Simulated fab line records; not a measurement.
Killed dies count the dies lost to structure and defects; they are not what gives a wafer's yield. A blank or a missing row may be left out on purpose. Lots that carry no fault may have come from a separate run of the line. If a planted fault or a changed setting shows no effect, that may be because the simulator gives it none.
fab line records	flow sky130
record: lots: 12	wafers: 36	last_day: 49
route steps=708 shown POLY_GATE@228 LDD_HVP@287 POLY_CUT@309 SD_P@331 PAD_OPEN@708
lots that met no fault: taken from a fault-free run of the same line
start_h: the number of hours between the record's first day and the start of the first shown wafer of the lot	wait_h: hours elapsed since this lot's preceding step	" identical to the entry in the row above	L1.1+2: a row that stands for several wafers	- either no value or no given start	* or withheld: withheld	< > ~ a bound
route shown NAME@n: names a module that has steps shown in the file, with the first one's number in the route	usual: mean and standard deviation over wafers with no fault	same: alike in all rows	chamber/n: place in a boat	sites: readings site by site	_std_site: the standard deviation of these	_edge_site: the outer-site mean with the inner-site mean subtracted	radius_mm: for every site, how far away it sits from the centre of the wafer	mask NAME#n: copy n	behind: tool/chamber where the wafer was last shaped	hold: reason for holding the lot/hours on hold/outcome of the hold	device: transistor that didn't switch, given as n, p or np	end of line: tests run on the same wafers once the route is complete	a step without rows: its recipe alone	killed: the dies lost at the first sort to structure and to defects; this is not the yield of the wafer	map: dies across one wafer; x = killed, . = not, _ = none there
set.NAME: setting as actually run; set.NAME@STEP: the setting as run at that earlier step	model.NAME: the simulator's own value behind a step, which no gauge read
steps of the route over a sample of lots; a table a step, a row a wafer
services: the hour from which a tool's chamber was out of use, counted from the record's first day as start_h (under 0 if before that day), plus the number of hours and why
== steps ==
step: SKY_POLY_GATE_OVL_MEAS_14
usual: POLY_GATE_OVL: 2/4.6
lot.wafer	tool	chamber	start_h	wait_h	POLY_GATE_OVL[nm]
L548.1	overlay-02	-	364.99	0.1	0
L548.2	"	-	"	"	3
L548.5	"	-	"	"	3
L550.3	overlay-01	-	380.55	0.1	-3
L550.5	"	-	"	"	-4
L550.6	"	-	"	"	-2
L551.2	overlay-01	-	400.09	0.1	6
L551.3	"	-	"	"	2
L551.5	"	-	"	"	10
L553.2	overlay-02	-	412.76	0.1	-5
L553.4	"	-	"	"	1
L553.6	"	-	"	"	-4
L555.1	overlay-02	-	436.94	0.1	-1
L555.2	"	-	"	"	2
L555.3	"	-	"	"	1
L559.3	overlay-01	-	472.67	0.1	-4
L559.4	"	-	"	"	-3
L559.5	"	-	"	"	-3
L560.1	overlay-01	-	474.29	0.1	6
L560.2	"	-	"	"	5
L560.5	"	-	"	"	11
L561.2	overlay-02	-	484.34	0.1	3
L561.3	"	-	"	"	1
L561.5	"	-	"	"	-2
L562.3	overlay-02	-	490.92	0.1	2
L562.5	"	-	"	"	-2
L562.6	"	-	"	"	4
L563.1	overlay-02	-	502.44	0.1	1
L563.2	"	-	"	"	-1
L563.4	"	-	"	"	0
L564.2	overlay-01	-	506.26	0.1	2
L564.3	"	-	"	"	-4
L564.5	"	-	"	"	-3
L569.3	overlay-01	-	552.45	0.1	1
L569.4	"	-	"	"	6
L569.5	"	-	"	"	0
step: SKY_LDD_HVP_STRIP_09
recipe: chemistry: O2/N2	power_w: 1400	pressure_mtorr: 1500	platen_temp_c: withheld	o2_flow_sccm: 3000	n2_flow_sccm: 300	overash_fraction: 0.5
usual: drypump_motor_current_A: 5.7/0.35	oes_product_au: 0.409/0.0046	strip_time_to_endpoint_s: 4.140/0.014
lot.wafer	tool	chamber	start_h	wait_h	drypump_motor_current_A	oes_product_au	rf_hours_counter_h	strip_time_to_endpoint_s
L548.1	plasma_asher-04	1	490.62	0.1	5.8	0.409	6	4.140
L548.2	"	0	"	"	5.4	0.407	6	4.132
L548.5	"	1	"	"	5.8	0.412	-	4.147
L550.3	plasma_asher-04	1	508.74	0.1	5.7	0.411	-	4.144
L550.5	"	1	"	"	5.7	0.411	-	4.155
L550.6	"	0	"	"	5.4	0.414	-	4.166
L551.2	plasma_asher-03	1	527.46	0.1	5.4	0.407	84	4.166
L551.3	"	1	"	"	5.4	0.406	-	4.140
L551.5	"	1	"	"	5.4	0.419	-	4.151
L553.2	plasma_asher-04	0	541.32	0.1	5.5	0.406	11	4.133
L553.4	"	1	"	"	5.7	0.410	-	4.161
L553.6	"	1	"	"	5.7	0.405	-	4.121
L555.1	plasma_asher-03	0	562.65	0.1	6.3	0.408	88	4.113
L555.2	"	1	"	"	5.4	0.410	88	4.110
L555.3	"	0	"	"	6.3	0.410	-	4.133
L559.3	plasma_asher-03	1	598.20	0.1	5.4	0.410	-	4.147
L559.4	"	0	"	"	6.3	0.401	-	4.148
L559.5	"	0	"	"	6.3	0.404	-	4.154
L560.1	plasma_asher-03	0	599.20	0.1	6.3	0.403	92	4.141
L560.2	"	1	"	"	5.4	0.412	92	4.133
L560.5	"	0	"	"	6.3	0.413	-	4.116
L561.2	plasma_asher-04	0	608.67	0.1	5.4	0.407	19	4.166
L561.3	"	1	"	"	5.7	0.408	-	4.159
L561.5	"	0	"	"	5.4	0.407	-	4.151
L562.3	plasma_asher-04	1	613.80	0.1	5.8	0.411	-	4.133
L562.5	"	0	"	"	5.4	0.407	-	4.142
L562.6	"	1	"	"	5.8	0.410	-	4.138
L563.1	plasma_asher-04	0	626.70	0.1	5.5	0.408	21	4.113
L563.2	"	1	"	"	5.8	0.410	21	4.139
L563.4	"	0	"	"	5.4	0.404	-	4.144
L564.2	plasma_asher-03	0	628.16	0.1	6.2	0.401	95	4.135
L564.3	"	0	"	"	6.3	0.407	-	4.146
L564.5	"	1	"	"	5.4	0.406	-	4.146
L569.3	plasma_asher-04	1	672.54	0.1	5.8	0.403	-	4.141
L569.4	"	0	"	"	5.4	0.415	-	4.126
L569.5	"	1	"	"	5.7	0.407	-	4.114
step: SKY_POLY_CUT_COAT_02
recipe: resist: BARC	temp_c: withheld	time_s: withheld	spin_rpm: 3000	resist_thk_nm: 60
usual: spin_speed_rpm: 3000.0/2.2
lot.wafer	tool	chamber	start_h	wait_h	spin_speed_rpm
L548.1	litho_track-03	0	539.12	0.1	2999.3
L548.2	"	0	"	"	2997.6
L548.5	"	0	"	"	2996.7
L550.3	litho_track-02	0	557.33	0.1	2997.9
L550.5	"	0	"	"	2999.4
L550.6	"	0	"	"	3000.5
L551.2	litho_track-02	0	575.96	0.1	2997.7
L551.3	"	0	"	"	3001.2
L551.5	"	0	"	"	2998.0
L553.2	litho_track-02	0	588.81	0.1	3004.2
L553.4	"	0	"	"	2999.2
L553.6	"	0	"	"	3004.6
L555.1	litho_track-04	0	609.68	0.1	2997.4
L555.2	"	0	"	"	2997.4
L555.3	"	0	"	"	2999.9
L560.1	litho_track-02	0	644.18	0.1	2997.5
L560.2	"	0	"	"	2998.9
L560.5	"	0	"	"	2997.9
L559.3	litho_track-03	0	644.72	0.1	3002.7
L559.4	"	0	"	"	3000.7
L559.5	"	0	"	"	2998.5
L561.2	litho_track-02	0	653.61	0.1	2755.5
L561.3	"	0	"	"	2758.4
L561.5	"	0	"	"	2756.2
L562.3	litho_track-04	0	658.12	0.1	2999.9
L562.5	"	0	"	"	3000.5
L562.6	"	0	"	"	3000.8
L563.1	litho_track-03	0	670.47	0.1	2998.0
L563.2	"	0	"	"	3001.2
L563.4	"	0	"	"	2998.6
L564.2	litho_track-02	0	672.46	0.1	2756.6
L564.3	"	0	"	"	2756.4
L564.5	"	0	"	"	2758.1
L569.3	litho_track-03	0	717.07	0.1	2999.7
L569.4	"	0	"	"	3003.0
L569.5	"	0	"	"	3002.7
step: SKY_POLY_CUT_ETCH_10
recipe: chemistry: N2/H2	target: BARC	ion_energy_ev: 200	source_w: 500	bias_w: 100	pressure_mtorr: 30	n2_flow_sccm: 100	h2_flow_sccm: 200	stop_on: SiO2	time_s: 45.9	target_depth_a: 600
usual: drypump_motor_current_A: 5.6/0.41	oes_product_au: 0.854/0.0048	throttle_valve_pct: 13.225/0.0095
lot.wafer	tool	chamber	start_h	wait_h	drypump_motor_current_A	oes_product_au	rf_hours_counter_h	throttle_valve_pct
L548.1	rie_diel-04	1	554.50	0.0	5.6	0.862	5	13.225
L548.2	"	2	"	"	5.0	0.854	15	13.225
L548.5	"	3	"	"	6.1	0.860	-	13.228
L550.3	rie_diel-02	2	572.69	0.0	5.3	0.859	5	13.243
L550.5	"	2	"	"	5.4	0.849	-	13.215
L550.6	"	1	"	"	5.3	0.852	-	13.217
L551.2	rie_diel-02	0	590.98	0.0	5.3	0.850	2	13.220
L551.3	"	3	"	"	4.6	0.852	3	13.219
L551.5	"	3	"	"	4.6	0.858	-	13.224
L553.2	rie_diel-04	0	603.73	0.0	6.1	0.862	10	13.224
L553.4	"	2	"	"	5.0	0.857	16	13.224
L553.6	"	1	"	"	5.6	0.857	-	13.235
L555.1	rie_diel-01	2	624.88	0.0	5.7	0.856	61	13.235
L555.2	"	1	"	"	6.0	0.852	7	13.234
L555.3	"	0	"	"	5.7	0.857	4	13.229
L560.1	rie_diel-01	2	659.69	0.0	5.7	0.857	62	13.225
L560.2	"	0	"	"	5.7	0.851	4	13.216
L560.5	"	0	"	"	5.7	0.850	-	13.234
L559.3	rie_diel-02	2	660.04	0.0	5.3	0.855	6	13.225
L559.4	"	1	"	"	5.3	0.856	3	13.228
L559.5	"	3	"	"	4.7	0.850	-	13.229
L561.2	rie_diel-04	1	668.08	0.0	5.5	0.875	8	13.230
L561.3	"	2	"	"	5.0	0.876	17	13.218
L561.5	"	1	"	"	5.6	0.873	-	13.227
L562.3	rie_diel-04	3	673.08	0.0	6.1	0.855	18	13.223
L562.5	"	0	"	"	6.1	0.858	-	13.217
L562.6	"	1	"	"	5.6	0.861	-	13.232
L563.1	rie_diel-01	1	685.13	0.0	6.0	0.855	8	13.213
L563.2	"	2	"	"	5.7	0.852	63	13.193
L563.4	"	0	"	"	5.6	0.858	5	13.220
L564.2	rie_diel-01	0	686.38	0.0	5.6	0.874	6	13.225
L564.3	"	3	"	"	5.5	0.858	0	13.235
L564.5	"	0	"	"	5.6	0.869	-	13.219
L569.3	rie_diel-04	3	731.58	0.0	6.1	0.861	19	13.223
L569.4	"	1	"	"	5.5	0.856	9	13.228
L569.5	"	0	"	"	6.0	0.857	-	13.226
step: SKY_SD_P_TW_MEAS_11
usual: SD_P_TW: 2841/15
lot.wafer	tool	chamber	start_h	wait_h	SD_P_TW
L548.1	film_metro-01	-	584.87	0.1	2854
L548.2	"	-	"	"	2859
L548.5	"	-	"	"	2855
L550.3	film_metro-01	-	602.90	0.1	2856
L550.5	"	-	"	"	2833
L550.6	"	-	"	"	2828
L551.2	film_metro-01	-	620.74	0.1	2825
L551.3	"	-	"	"	2846
L551.5	"	-	"	"	2859
L553.2	film_metro-03	-	633.53	0.1	2850
L553.4	"	-	"	"	2848
L553.6	"	-	"	"	2859
L555.1	film_metro-01	-	653.23	0.1	2842
L555.2	"	-	"	"	2829
L555.3	"	-	"	"	2833
L560.1	film_metro-01	-	688.52	0.1	2821
L560.2	"	-	"	"	2826
L560.5	"	-	"	"	2826
L559.3	film_metro-01	-	688.85	0.1	2851
L559.4	"	-	"	"	2833
L559.5	"	-	"	"	2843
L561.2	film_metro-04	-	696.14	0.1	2824
L561.3	"	-	"	"	2844
L561.5	"	-	"	"	2839
L562.3	film_metro-03	-	701.09	0.1	2850
L562.5	"	-	"	"	2833
L562.6	"	-	"	"	2859
L563.1	film_metro-01	-	712.87	0.1	2862
L563.2	"	-	"	"	2842
L563.4	"	-	"	"	2843
L564.2	film_metro-04	-	714.44	0.1	2840
L564.3	"	-	"	"	2817
L564.5	"	-	"	"	2819
L569.3	film_metro-01	-	759.10	0.1	2859
L569.4	"	-	"	"	2856
L569.5	"	-	"	"	2851
step: SKY_PAD_OPEN_PROBE_99
usual: killed_at_M0_to_M3: 44/7	killed_at_M4_up: 3.0/1.8	killed_at_contacts: 24/4.9	killed_at_front_end: 15/5	killed_at_other: 0.2/0.53	killed_dies: 87/8.7	killed_on_rim: 17/4	killed_open: 48/6.8	killed_short: 39/5.7
same: gross_dies: 492	killed_at_back_side: 0
lot.wafer	tool	chamber	start_h	wait_h	killed_at_M0_to_M3	killed_at_M4_up	killed_at_contacts	killed_at_front_end	killed_at_other	killed_dies	killed_on_rim	killed_open	killed_short
L550.3	prober-01	-	1087.80	0.2	30	6	25	9	0	70	18	35	35
L550.5	prober-01	-	1087.90	0.2	34	2	21	14	1	72	14	43	29
L550.6	prober-01	-	1087.95	0.2	38	4	27	17	2	88	18	49	39
L551.2	prober-02	-	1096.30	0.1	44	2	25	17	0	88	11	54	34
L551.3	prober-02	-	1096.35	0.2	42	3	24	17	0	86	21	52	34
L551.5	prober-02	-	1096.45	0.2	46	2	32	23	0	103	25	58	45
L553.2	prober-02	-	1107.02	0.1	39	2	27	12	0	80	11	41	39
L553.4	prober-02	-	1107.12	0.2	47	3	16	8	0	74	17	41	33
L553.6	prober-02	-	1107.22	0.2	37	1	24	32	0	94	18	60	34
L562.3	prober-01	-	1154.99	0.2	51	4	27	8	0	90	14	48	42
L562.5	prober-01	-	1155.09	0.2	53	1	19	12	0	85	16	42	43
L562.6	prober-01	-	1155.14	0.2	43	5	23	20	0	91	17	49	42
L564.2	prober-01	-	1163.02	0.1	39	3	33	9	0	84	14	54	30
L564.3	prober-01	-	1163.07	0.2	52	4	22	17	0	95	18	51	44
L564.5	prober-01	-	1163.17	0.2	49	4	21	15	0	89	14	42	47
L569.3	prober-02	-	1187.07	0.2	49	5	22	16	0	92	15	50	42
L569.4	prober-02	-	1187.12	0.2	54	3	26	12	0	95	23	53	42
L569.5	prober-02	-	1187.17	0.2	61	3	28	12	0	104	17	63	41
killed by level:class
L550.3 CONTACT:geometric_particle:open=12 VIA1:geometric_particle:open=9 METAL2:geometric_particle:short=5 METAL4:geometric_particle:short=5 FIELD_ISO:geometric_particle:short=4 LOCAL_INTERCONNECT:geometric_particle:short=4 CONTACT:geometric_particle:short=4 LI_CONTACT:geometric_particle:open=3
L550.5 CONTACT:geometric_particle:open=8 VIA1:geometric_particle:open=8 LI_CONTACT:geometric_particle:open=7 FIELD_ISO:geometric_particle:short=5 VIA1:geometric_particle:short=4 METAL2:geometric_particle:short=4 VIA2:geometric_particle:open=4 VIA3:geometric_particle:open=4
L550.6 CONTACT:geometric_particle:open=10 LI_CONTACT:geometric_particle:open=8 FIELD_ISO:geometric_particle:short=6 METAL1:geometric_particle:short=6 VIA1:geometric_particle:open=6 FIELD_ISO:geometric_particle:open=5 VIA1:geometric_particle:short=5 VIA2:geometric_particle:open=5
L551.2 VIA1:geometric_particle:open=12 CONTACT:geometric_particle:open=8 VIA3:geometric_particle:open=7 VIA2:geometric_particle:open=7 LI_CONTACT:geometric_particle:open=6 CONTACT:geometric_particle:short=6 POLY_GATE:geometric_particle:open=5 VIA1:geometric_particle:short=4
L551.3 CONTACT:geometric_particle:open=12 VIA1:geometric_particle:open=10 VIA1:geometric_particle:short=7 LI_CONTACT:geometric_particle:open=6 POLY_GATE:geometric_particle:short=5 METAL1:geometric_particle:short=5 VIA2:geometric_particle:open=5 POLY_GATE:geometric_particle:open=4
L551.5 CONTACT:geometric_particle:open=16 VIA1:geometric_particle:open=11 FIELD_ISO:geometric_particle:short=8 VIA2:geometric_particle:open=6 FIELD_ISO:geometric_particle:open=5 VIA3:geometric_particle:open=5 LI_CONTACT:geometric_particle:open=5 CONTACT:geometric_particle:short=5
L553.2 VIA1:geometric_particle:open=10 CONTACT:geometric_particle:short=9 CONTACT:geometric_particle:open=6 VIA2:geometric_particle:open=5 VIA3:geometric_particle:open=5 POLY_GATE:geometric_particle:open=4 POLY_GATE:geometric_particle:short=4 LI_CONTACT:geometric_particle:open=4
L553.4 VIA2:geometric_particle:open=10 VIA1:geometric_particle:open=9 VIA1:geometric_particle:short=8 CONTACT:geometric_particle:open=7 METAL1:geometric_particle:short=6 VIA3:geometric_particle:open=5 LI_CONTACT:geometric_particle:open=4 CONTACT:geometric_particle:short=3
L553.6 VIA1:geometric_particle:open=12 VIA2:geometric_particle:open=9 POLY_GATE:geometric_particle:open=8 LI_CONTACT:geometric_particle:open=7 FIELD_ISO:geometric_particle:short=5 FIELD_ISO:geometric_particle:open=5 POLY_GATE:geometric_particle:short=5 CONTACT:geometric_particle:short=5
L562.3 CONTACT:geometric_particle:open=12 VIA1:geometric_particle:open=9 METAL2:geometric_particle:short=9 METAL1:geometric_particle:short=8 LI_CONTACT:geometric_particle:open=7 VIA2:geometric_particle:open=5 CONTACT:geometric_particle:short=4 VIA2:geometric_particle:short=4
L562.5 VIA1:geometric_particle:open=12 VIA1:geometric_particle:short=8 CONTACT:geometric_particle:open=6 METAL2:geometric_particle:short=6 VIA3:geometric_particle:open=6 LOCAL_INTERCONNECT:geometric_particle:short=5 VIA2:geometric_particle:open=5 FIELD_ISO:geometric_particle:open=4
L562.6 VIA1:geometric_particle:open=12 POLY_GATE:geometric_particle:short=9 CONTACT:geometric_particle:open=8 VIA3:geometric_particle:open=8 VIA1:geometric_particle:short=6 LI_CONTACT:geometric_particle:open=6 VIA2:geometric_particle:open=6 FIELD_ISO:geometric_particle:short=5
L564.2 VIA1:geometric_particle:open=14 CONTACT:geometric_particle:open=12 LI_CONTACT:geometric_particle:open=11 VIA3:geometric_particle:open=6 LI_CONTACT:geometric_particle:short=4 METAL2:geometric_particle:short=4 LOCAL_INTERCONNECT:geometric_particle:short=3 CONTACT:geometric_particle:short=3
L564.3 VIA1:geometric_particle:open=17 METAL1:geometric_particle:short=7 LI_CONTACT:geometric_particle:open=6 LI_CONTACT:geometric_particle:short=6 VIA1:geometric_particle:short=6 METAL2:geometric_particle:short=6 VIA3:geometric_particle:open=6 FIELD_ISO:geometric_particle:open=5
L564.5 VIA1:geometric_particle:short=8 VIA1:geometric_particle:open=8 LI_CONTACT:geometric_particle:open=8 VIA3:geometric_particle:open=8 METAL2:geometric_particle:short=7 CONTACT:geometric_particle:open=6 VIA2:geometric_particle:short=5 POLY_GATE:geometric_particle:short=4
L569.3 VIA1:geometric_particle:open=14 VIA2:geometric_particle:open=9 CONTACT:geometric_particle:open=7 VIA1:geometric_particle:short=7 POLY_GATE:geometric_particle:open=5 LOCAL_INTERCONNECT:geometric_particle:short=5 METAL1:geometric_particle:short=5 LI_CONTACT:geometric_particle:short=4
L569.4 VIA1:geometric_particle:open=19 VIA1:geometric_particle:short=11 CONTACT:geometric_particle:open=8 CONTACT:geometric_particle:short=7 VIA3:geometric_particle:open=7 POLY_GATE:geometric_particle:open=6 LI_CONTACT:geometric_particle:open=6 LOCAL_INTERCONNECT:geometric_particle:short=5
L569.5 VIA1:geometric_particle:open=16 CONTACT:geometric_particle:open=12 METAL2:geometric_particle:short=8 VIA1:geometric_particle:short=7 LI_CONTACT:geometric_particle:open=6 VIA2:geometric_particle:open=6 METAL3:geometric_particle:short=6 VIA3:geometric_particle:open=5
== services ==
tool	chamber	start_h	hours	kind
rie_diel-02	1	471.63	-	clean
rie_diel-02	1	471.63	15.9	scheduled_down
rie_diel-02	1	471.63	15.9	vent_cycle
rie_diel-01	3	489.02	17.6	repair
rie_diel-02	3	510.58	4.7	repair
rie_diel-04	3	580.80	5.7	repair
rie_diel-02	1	594.84	2.3	repair
rie_diel-04	1	608.30	4.7	repair
rie_diel-02	-	608.96	2.8	pm
rie_diel-01	3	610.31	2.6	repair
plasma_asher-04	-	629.81	3.6	repair
rie_diel-04	1	647.15	1.8	repair
rie_diel-01	3	648.76	-	clean
rie_diel-01	3	648.76	26.4	scheduled_down
rie_diel-01	3	648.76	26.4	vent_cycle
rie_diel-01	1	658.91	12.7	repair
rie_diel-01	2	685.24	14.9	repair
plasma_asher-03	-	686.24	0.8	repair
rie_diel-01	2	700.16	-	clean
rie_diel-01	2	700.16	27.8	scheduled_down
rie_diel-01	2	700.16	27.8	vent_cycle
plasma_asher-03	-	711.85	7.6	repair
rie_diel-04	3	727.87	2.7	repair
== key ==
first_sign: step: SKY_POLY_CUT_COAT_02	reading: spin_speed_rpm	direction: down	sigmas: 99+	usual: 3000.0	struck: 2756.9
effect: step: SKY_POLY_CUT_ETCH_10	reading: oes_product_au	direction: up	sigmas: 3.5	usual: 0.854	struck: 0.871
met_at SKY_POLY_CUT_COAT_02
struck_lots L561,L564
tester_left_out L561,L564
not_acting_at SKY_POLY_GATE_OVL_MEAS_14,SKY_LDD_HVP_STRIP_09,SKY_SD_P_TW_MEAS_11
onset_between 644.18 653.61
fault: kind: process_parameter_drift	tool: litho_track-02	chamber: -	onset_h: 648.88	steps: SKY_POLY_CUT_COAT_02	channel: spin_rpm	offset: -243.26	shape: step	end_h: 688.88	acts_in: these_recipes_only	stated: 3000
tester_left_out: of these lots the tester's yield and bins aren't shown, on N5 and GAA mostly nor the transistor test; their killed dies are dies lost to structure and defects alone, not to doping, threshold or leakage, so they don't give the yield
